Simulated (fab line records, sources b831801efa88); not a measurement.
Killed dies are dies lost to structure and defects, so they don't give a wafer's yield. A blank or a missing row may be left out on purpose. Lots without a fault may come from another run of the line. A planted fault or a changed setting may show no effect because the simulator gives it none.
Split-lot experiment | flow sfq_line | 5 lots, 23 wafers read, on a route of 325 steps

THE SPLIT
At SFQ_TRILAYER_M8_DEP_EVAP_198 (material Pt, target thk 50 nm, time 250 s), the setting time_s was moved away from the recipe's 250 s on 9 of the 23 wafers read, by -14.1% to +9.2%. The other wafers ran this setting at the recipe's value.

The reading is taken at the split's own step.

THE READING
Pt_of_TRILAYER_M8_DEP_EVAP_198.thk_nm (the simulator's own value, which no gauge read), in nm, at SFQ_TRILAYER_M8_DEP_EVAP_198 (material Pt, target thk 50 nm, time 250 s). The file gives no usual value for it. The 14 wafers here that ran the recipe average 50.16 nm, standard deviation 0.58 nm.

wafer  | tool, chamber at the split | time_s as run, s | against the recipe | Pt_of_TRILAYER_M8_DEP_EVAP_198.thk_nm, nm | against lot-mates on the recipe
L075.1 | pvd_sputter-02, -          | 214.8            | -14.1%             | 42.27                                     | -7.23
L075.2 | pvd_sputter-02, -          | 250              | recipe             | 49.67                                     | -
L075.3 | pvd_sputter-02, -          | 250              | recipe             | 48.98                                     | -
L075.4 | pvd_sputter-02, -          | 214.8            | -14.1%             | 42.34                                     | -7.16
L075.5 | pvd_sputter-02, -          | 250              | recipe             | 49.85                                     | -
L076.1 | pvd_sputter-01, -          | 273.1            | +9.2%              | 55.09                                     | +4.73
L076.2 | pvd_sputter-01, -          | 273.1            | +9.2%              | 54.61                                     | +4.25
L076.3 | pvd_sputter-01, -          | 250              | recipe             | 50.54                                     | -
L076.4 | pvd_sputter-01, -          | 250              | recipe             | 50.19                                     | -
L076.5 | pvd_sputter-01, -          | 273.1            | +9.2%              | 55.29                                     | +4.93
L079.1 | pvd_sputter-02, -          | 250              | recipe             | 50.95                                     | -
L079.3 | pvd_sputter-02, -          | 215.8            | -13.7%             | 43.23                                     | -7.74
L079.4 | pvd_sputter-02, -          | 250              | recipe             | 50.89                                     | -
L079.5 | pvd_sputter-02, -          | 215.8            | -13.7%             | 43.84                                     | -7.13
L079.6 | pvd_sputter-02, -          | 250              | recipe             | 51.08                                     | -
L082.1 | pvd_sputter-02, -          | 250              | recipe             | 50.47                                     | -
L082.2 | pvd_sputter-02, -          | 250              | recipe             | 50.23                                     | -
L082.4 | pvd_sputter-02, -          | 250              | recipe             | 49.54                                     | -
L085.1 | pvd_sputter-02, -          | 250              | recipe             | 49.66                                     | -
L085.2 | pvd_sputter-02, -          | 250              | recipe             | 50.12                                     | -
L085.3 | pvd_sputter-02, -          | 260.1            | +4.0%              | 52.04                                     | +2.11
L085.4 | pvd_sputter-02, -          | 260.1            | +4.0%              | 51.74                                     | +1.81
L085.6 | pvd_sputter-02, -          | 250              | recipe             | 50.02                                     | -

THE FIT
A straight line over all 23 wafers: Pt_of_TRILAYER_M8_DEP_EVAP_198.thk_nm changes by +0.519 nm for each +1% of time_s; r = +0.99; the points scatter about the line by 0.55 nm.
The same after taking each lot's own level away (the mean of its wafers on the recipe; 23 wafers): +0.518 nm for each +1%; r = +1.00; scatter 0.3 nm.
On that fit, the largest move of time_s shifts the reading by 7.3 nm.
The lots' own levels span 49.500 to 50.973 nm, that is 2.6 times the standard deviation above.
So the lot-to-lot level changes the slope little: the two slopes agree.
Check: with one of the wafers moved furthest among these (-14.1%) left out of the fit, the line predicts -7.39 nm for it against its lot-mates. It came out at -7.23 nm against them.

OTHER SPLITS ON THESE WAFERS
These wafers also went through other splits before the reading. Each is held against what the fit with the lots' levels taken away leaves over:
other split on the same wafers                    | wafers away from the commonest value | r with Pt_of_TRILAYER_M8_DEP_EVAP_198.thk_nm (lot level and that fit taken away)
SFQ_TRILAYER_M7_DEP_SPUTTER_175 time_s            | 9                                    | -0.02
SFQ_TRILAYER_M7_BARC_OPEN_METAL_ETCH_229 bias_w   | 8                                    | -0.19
SFQ_TRILAYER_I7_VIA_LITHO_COAT_192 resist_thk_nm  | 8                                    | +0.10
SFQ_TRILAYER_I7_VIA_BARC_OPEN_VIA_ETCH_260 time_s | 7                                    | -0.09
SFQ_TRILAYER_M8_LITHO_COAT_193 resist_thk_nm      | 11                                   | +0.04

THE FILE'S OWN FIT
Pt_of_TRILAYER_M8_DEP_EVAP_198.thk_nm changes by +0.521 nm for each +1% of time_s, r = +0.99.
